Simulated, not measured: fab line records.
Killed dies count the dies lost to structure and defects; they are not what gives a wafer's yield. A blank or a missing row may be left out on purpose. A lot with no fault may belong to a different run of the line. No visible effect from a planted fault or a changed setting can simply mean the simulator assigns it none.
Which tool was responsible? || flow gf180mcu || 12 lots, 36 wafers sampled, at 6 steps of a route of 602

WHAT THE GAUGES READ, wafer by wafer
GF_HV_LDD_CD_MEAS_46: target cd 400 nm.
{"lot": "L417", "measured": "day 12 22:22", "on": "cd-sem-02", "cd-nm (nm)": "402.4 403.6 400.9"}
{"lot": "L418", "measured": "day 13 06:23", "on": "cd-sem-01", "cd-nm (nm)": "399.9 399.0 402.2"}
{"lot": "L419", "measured": "day 13 10:24", "on": "cd-sem-02", "cd-nm (nm)": "396.9 396.9 397.5"}
{"lot": "L420", "measured": "day 13 21:23", "on": "cd-sem-01", "cd-nm (nm)": "402.3 401.6 401.6"}
{"lot": "L421", "measured": "day 14 02:46", "on": "cd-sem-01", "cd-nm (nm)": "400.2 401.5 399.7"}
{"lot": "L422", "measured": "day 14 14:22", "on": "cd-sem-01", "cd-nm (nm)": "399.1 400.8 401.0"}
{"lot": "L423", "measured": "day 14 19:39", "on": "cd-sem-01", "cd-nm (nm)": "400.1 400.7 403.1"}
{"lot": "L424", "measured": "day 15 01:41", "on": "cd-sem-02", "cd-nm (nm)": "397.6 397.1 396.7"}
{"lot": "L426", "measured": "day 15 18:41", "on": "cd-sem-01", "cd-nm (nm)": "397.3 395.9 397.1"}
{"lot": "L430", "measured": "day 17 03:02", "on": "cd-sem-01", "cd-nm (nm)": "395.6 397.1 394.5"}
{"lot": "L438", "measured": "day 20 05:59", "on": "cd-sem-01", "cd-nm (nm)": "398.7 399.6 399.4"}
{"lot": "L439", "measured": "day 20 09:27", "on": "cd-sem-02", "cd-nm (nm)": "398.7 400.8 398.6"}

GF_HV_LDD_OVL_MEAS_47.
{"lot": "L417", "measured": "day 12 22:28", "on": "overlay-01", "HV_LDD_03_OVL (nm)": "-0.7 -0.2 0.9"}
{"lot": "L418", "measured": "day 13 06:31", "on": "overlay-01", "HV_LDD_03_OVL (nm)": "1.6 2.7 -0.2"}
{"lot": "L419", "measured": "day 13 10:31", "on": "overlay-02", "HV_LDD_03_OVL (nm)": "0.7 -0.4 -0.6"}
{"lot": "L420", "measured": "day 13 21:29", "on": "overlay-02", "HV_LDD_03_OVL (nm)": "-0.1 0.2 0.7"}
{"lot": "L421", "measured": "day 14 02:52", "on": "overlay-01", "HV_LDD_03_OVL (nm)": "0.1 0.2 2.0"}
{"lot": "L422", "measured": "day 14 14:28", "on": "overlay-01", "HV_LDD_03_OVL (nm)": "1.1 -0.3 0.0"}
{"lot": "L423", "measured": "day 14 19:46", "on": "overlay-01", "HV_LDD_03_OVL (nm)": "-1.0 -0.6 -2.0"}
{"lot": "L424", "measured": "day 15 01:48", "on": "overlay-02", "HV_LDD_03_OVL (nm)": "-0.9 -0.4 0.3"}
{"lot": "L426", "measured": "day 15 18:48", "on": "overlay-01", "HV_LDD_03_OVL (nm)": "0.2 -2.2 -1.0"}
{"lot": "L430", "measured": "day 17 03:10", "on": "overlay-01", "HV_LDD_03_OVL (nm)": "0.2 -0.4 1.0"}
{"lot": "L438", "measured": "day 20 06:06", "on": "overlay-01", "HV_LDD_03_OVL (nm)": "0.2 1.4 0.8"}
{"lot": "L439", "measured": "day 20 09:33", "on": "overlay-01", "HV_LDD_03_OVL (nm)": "1.6 1.3 0.8"}

GF_HV_LDD_THK_MEAS_57.
{"lot": "L417", "measured": "day 13 02:29", "on": "film-metro-02", "HV_LDD_CVD_56_THK (nm)": "91.1 90.8 91.5"}
{"lot": "L418", "measured": "day 13 09:36", "on": "film-metro-04", "HV_LDD_CVD_56_THK (nm)": "90.8 90.7 90.8"}
{"lot": "L419", "measured": "day 13 13:43", "on": "film-metro-03", "HV_LDD_CVD_56_THK (nm)": "89.0 89.2 88.3"}
{"lot": "L420", "measured": "day 14 00:35", "on": "film-metro-02", "HV_LDD_CVD_56_THK (nm)": "91.2 91.4 91.3"}
{"lot": "L421", "measured": "day 14 05:58", "on": "film-metro-04", "HV_LDD_CVD_56_THK (nm)": "89.2 89.5 88.8"}
{"lot": "L422", "measured": "day 14 17:34", "on": "film-metro-03", "HV_LDD_CVD_56_THK (nm)": "89.0 88.9 89.2"}
{"lot": "L423", "measured": "day 14 22:51", "on": "film-metro-02", "HV_LDD_CVD_56_THK (nm)": "90.9 90.6 90.6"}
{"lot": "L424", "measured": "day 15 04:53", "on": "film-metro-02", "HV_LDD_CVD_56_THK (nm)": "87.4 87.8 88.3"}
{"lot": "L426", "measured": "day 15 21:53", "on": "film-metro-04", "HV_LDD_CVD_56_THK (nm)": "90.7 91.1 91.0"}
{"lot": "L430", "measured": "day 17 06:15", "on": "film-metro-02", "HV_LDD_CVD_56_THK (nm)": "95.9 97.4 95.3"}
{"lot": "L438", "measured": "day 20 09:55", "on": "film-metro-03", "HV_LDD_CVD_56_THK (nm)": "90.8 90.7 90.7"}
{"lot": "L439", "measured": "day 20 12:39", "on": "film-metro-02", "HV_LDD_CVD_56_THK (nm)": "88.1 88.0 88.5"}

GF_PSD_CD_MEAS_07: target cd 400 nm.
{"lot": "L417", "measured": "day 14 19:41", "on": "cd-sem-02", "cd-nm (nm)": "398.8 398.9 398.1"}
{"lot": "L418", "measured": "day 15 03:35", "on": "cd-sem-02", "cd-nm (nm)": "398.2 395.5 396.6"}
{"lot": "L419", "measured": "day 15 07:31", "on": "cd-sem-02", "cd-nm (nm)": "398.9 398.9 399.3"}
{"lot": "L420", "measured": "day 15 19:56", "on": "cd-sem-01", "cd-nm (nm)": "403.8 403.3 404.1"}
{"lot": "L421", "measured": "day 16 01:55", "on": "cd-sem-01", "cd-nm (nm)": "399.4 399.4 399.1"}
{"lot": "L422", "measured": "day 16 12:51", "on": "cd-sem-01", "cd-nm (nm)": "399.8 399.9 399.5"}
{"lot": "L423", "measured": "day 16 18:58", "on": "cd-sem-02", "cd-nm (nm)": "397.2 398.2 398.8"}
{"lot": "L424", "measured": "day 17 02:06", "on": "cd-sem-01", "cd-nm (nm)": "394.8 397.5 395.6"}
{"lot": "L426", "measured": "day 17 19:30", "on": "cd-sem-02", "cd-nm (nm)": "403.5 403.0 403.3"}
{"lot": "L430", "measured": "day 19 06:03", "on": "cd-sem-02", "cd-nm (nm)": "397.8 396.4 396.8"}
{"lot": "L438", "measured": "day 22 09:20", "on": "cd-sem-01", "cd-nm (nm)": "402.5 400.8 402.7"}
{"lot": "L439", "measured": "day 22 12:42", "on": "cd-sem-01", "cd-nm (nm)": "397.6 399.0 399.0"}

TOOL THAT RAN EACH LOT (tool first, then ch and the chambers of the sampled wafers, then the start)
{"lot": "L417", "GF_HV_LDD_CVD_56": "lpcvd-02 ch 0, day 13 01:02", "GF_HV_LDD_ETCHBACK_58": "rie-diel-04 ch 0,1,3, day 13 02:32"}
{"lot": "L418", "GF_HV_LDD_CVD_56": "lpcvd-02 ch 1, day 13 08:10", "GF_HV_LDD_ETCHBACK_58": "rie-diel-04 ch 1,2, day 13 09:40"}
{"lot": "L419", "GF_HV_LDD_CVD_56": "lpcvd-02 ch 1, day 13 12:17", "GF_HV_LDD_ETCHBACK_58": "rie-diel-01 ch 0,1,2, day 13 13:47"}
{"lot": "L420", "GF_HV_LDD_CVD_56": "lpcvd-01 ch 0, day 13 23:08", "GF_HV_LDD_ETCHBACK_58": "rie-diel-01 ch 0,1, day 14 00:38"}
{"lot": "L421", "GF_HV_LDD_CVD_56": "lpcvd-02 ch 0, day 14 04:31", "GF_HV_LDD_ETCHBACK_58": "rie-diel-01 ch 0,2, day 14 06:01"}
{"lot": "L422", "GF_HV_LDD_CVD_56": "lpcvd-01 ch 1, day 14 16:07", "GF_HV_LDD_ETCHBACK_58": "rie-diel-03 ch 0,1, day 14 17:36"}
{"lot": "L423", "GF_HV_LDD_CVD_56": "lpcvd-01 ch 1, day 14 21:25", "GF_HV_LDD_ETCHBACK_58": "rie-diel-04 ch 0,3, day 14 22:54"}
{"lot": "L424", "GF_HV_LDD_CVD_56": "lpcvd-02 ch 0, day 15 03:28", "GF_HV_LDD_ETCHBACK_58": "rie-diel-03 ch 0,3, day 15 04:57"}
{"lot": "L426", "GF_HV_LDD_CVD_56": "lpcvd-01 ch 1, day 15 20:28", "GF_HV_LDD_ETCHBACK_58": "rie-diel-04 ch 0,1,2, day 15 21:57"}
{"lot": "L430", "GF_HV_LDD_CVD_56": "lpcvd-02 ch 0, day 17 04:49", "GF_HV_LDD_ETCHBACK_58": "rie-diel-04 ch 0,1,3, day 17 06:19"}
{"lot": "L438", "GF_HV_LDD_CVD_56": "lpcvd-01 ch 0, day 20 07:46", "GF_HV_LDD_ETCHBACK_58": "rie-diel-03 ch 1,2,3, day 20 09:58"}
{"lot": "L439", "GF_HV_LDD_CVD_56": "lpcvd-01 ch 1, day 20 11:13", "GF_HV_LDD_ETCHBACK_58": "rie-diel-04 ch 0,1, day 20 12:42"}
- GF_HV_LDD_CVD_56: deposits Si3N4 from DCS/NH3, target thk 90 nm, time 1543 s.
- GF_HV_LDD_ETCHBACK_58: etches Si3N4 in CH3F/O2, stops on SiO2, time 100 s, target depth 90 nm.

WHAT THE TOOLS THEMSELVES READ (means of the sampled wafers that have a number; where no wafer has one, the mark that the record gives instead)
GF_HV_LDD_CVD_56.
{"lot": "L417", "tool": "lpcvd-02", "spike-tc-lower-C (C)": 771.4}
{"lot": "L418", "tool": "lpcvd-02", "spike-tc-lower-C (C)": 769.9}
{"lot": "L419", "tool": "lpcvd-02", "spike-tc-lower-C (C)": 770.6}
{"lot": "L420", "tool": "lpcvd-01", "spike-tc-lower-C (C)": 770.5}
{"lot": "L421", "tool": "lpcvd-02", "spike-tc-lower-C (C)": 770.3}
{"lot": "L422", "tool": "lpcvd-01", "spike-tc-lower-C (C)": 772.3}
{"lot": "L423", "tool": "lpcvd-01", "spike-tc-lower-C (C)": 772.2}
{"lot": "L424", "tool": "lpcvd-02", "spike-tc-lower-C (C)": 771.6}
{"lot": "L426", "tool": "lpcvd-01", "spike-tc-lower-C (C)": 771.9}
{"lot": "L430", "tool": "lpcvd-02", "spike-tc-lower-C (C)": 770.9}
{"lot": "L438", "tool": "lpcvd-01", "spike-tc-lower-C (C)": 770.4}
{"lot": "L439", "tool": "lpcvd-01", "spike-tc-lower-C (C)": 772.2}

GF_HV_LDD_ETCHBACK_58.
{"lot": "L417", "tool": "rie-diel-04", "bias-w (W)": 80.06, "drypump-motor-current-A (A)": 5.4, "oes-product-au (a.u.)": 0.845, "throttle-valve-pct (%)": 10.568}
{"lot": "L418", "tool": "rie-diel-04", "bias-w (W)": 79.77, "drypump-motor-current-A (A)": 5.6, "oes-product-au (a.u.)": 0.847, "throttle-valve-pct (%)": 10.553}
{"lot": "L419", "tool": "rie-diel-01", "bias-w (W)": 80.02, "drypump-motor-current-A (A)": 5.6, "oes-product-au (a.u.)": 0.836, "throttle-valve-pct (%)": 10.568}
{"lot": "L420", "tool": "rie-diel-01", "bias-w (W)": 80.00, "drypump-motor-current-A (A)": 5.3, "oes-product-au (a.u.)": 0.850, "throttle-valve-pct (%)": 10.568}
{"lot": "L421", "tool": "rie-diel-01", "bias-w (W)": 79.86, "drypump-motor-current-A (A)": 5.7, "oes-product-au (a.u.)": 0.834, "throttle-valve-pct (%)": 10.568}
{"lot": "L422", "tool": "rie-diel-03", "bias-w (W)": 79.91, "drypump-motor-current-A (A)": 5.3, "oes-product-au (a.u.)": 0.835, "throttle-valve-pct (%)": 10.565}
{"lot": "L423", "tool": "rie-diel-04", "bias-w (W)": 80.06, "drypump-motor-current-A (A)": 5.1, "oes-product-au (a.u.)": 0.842, "throttle-valve-pct (%)": 10.557}
{"lot": "L424", "tool": "rie-diel-03", "bias-w (W)": 80.13, "drypump-motor-current-A (A)": 5.2, "oes-product-au (a.u.)": 0.830, "throttle-valve-pct (%)": 10.560}
{"lot": "L426", "tool": "rie-diel-04", "bias-w (W)": 80.01, "drypump-motor-current-A (A)": 5.4, "oes-product-au (a.u.)": 0.849, "throttle-valve-pct (%)": 10.557}
{"lot": "L430", "tool": "rie-diel-04", "bias-w (W)": 79.97, "drypump-motor-current-A (A)": 5.4, "oes-product-au (a.u.)": 0.875, "throttle-valve-pct (%)": 10.567}
{"lot": "L438", "tool": "rie-diel-03", "bias-w (W)": 79.89, "drypump-motor-current-A (A)": 5.5, "oes-product-au (a.u.)": 0.849, "throttle-valve-pct (%)": 10.563}
{"lot": "L439", "tool": "rie-diel-04", "bias-w (W)": 79.82, "drypump-motor-current-A (A)": 5.4, "oes-product-au (a.u.)": 0.833, "throttle-valve-pct (%)": 10.559}

THE ANSWER, worked out from the rows above alone
Rule: usual is defined by the lots themselves. Put in order of their means at a reading, lots are off if they are a third of the lots or fewer, leave a main group of 4 or more, and stand apart from it by a gap of 3 or more times the standard deviation of the main group's means; of several such gaps the widest counts. A main group is skipped when, at the precision printed for the reading in the tables above, its means are all equal. Also off: a lot with no number at a reading for which 4 or more lots have one. Where the step has rows for the other lots, those lots are counted as sound. Order of review: gauges by route order, followed by the tools' own readings, for which a lot's mean as printed above is used. The first step at which some lot is off is used, and at that step the reading that is off furthest; a lot without a number counts as furthest.
Off: L430, at GF_HV_LDD_THK_MEAS_57 (HV_LDD_CVD_56_THK). The main group has a mean of 89.9 nm with a standard deviation of 1.2.
If a tool, at a process step before that reading, ran all the lots that are off and no sound lot after the first of them, it fits. The gauges at GF_HV_LDD_THK_MEAS_57 aren't tried: what is off there is off at GF_HV_LDD_ETCHBACK_58 too, on other tools, and a gauge's error can't cause that. One candidate fits, namely lpcvd-02 at GF_HV_LDD_CVD_56. A fault onset in the window from L424 (day 15 03:28, its last sound lot) to L430 (day 17 04:49, its first lot off) fits.

WHAT THE SIMULATOR HAD PUT IN
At GF_HV_LDD_CVD_56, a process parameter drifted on lpcvd-02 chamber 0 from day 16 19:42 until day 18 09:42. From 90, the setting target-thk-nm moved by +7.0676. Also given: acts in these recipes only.
Struck lots among those shown: L430. The rule above found the same.
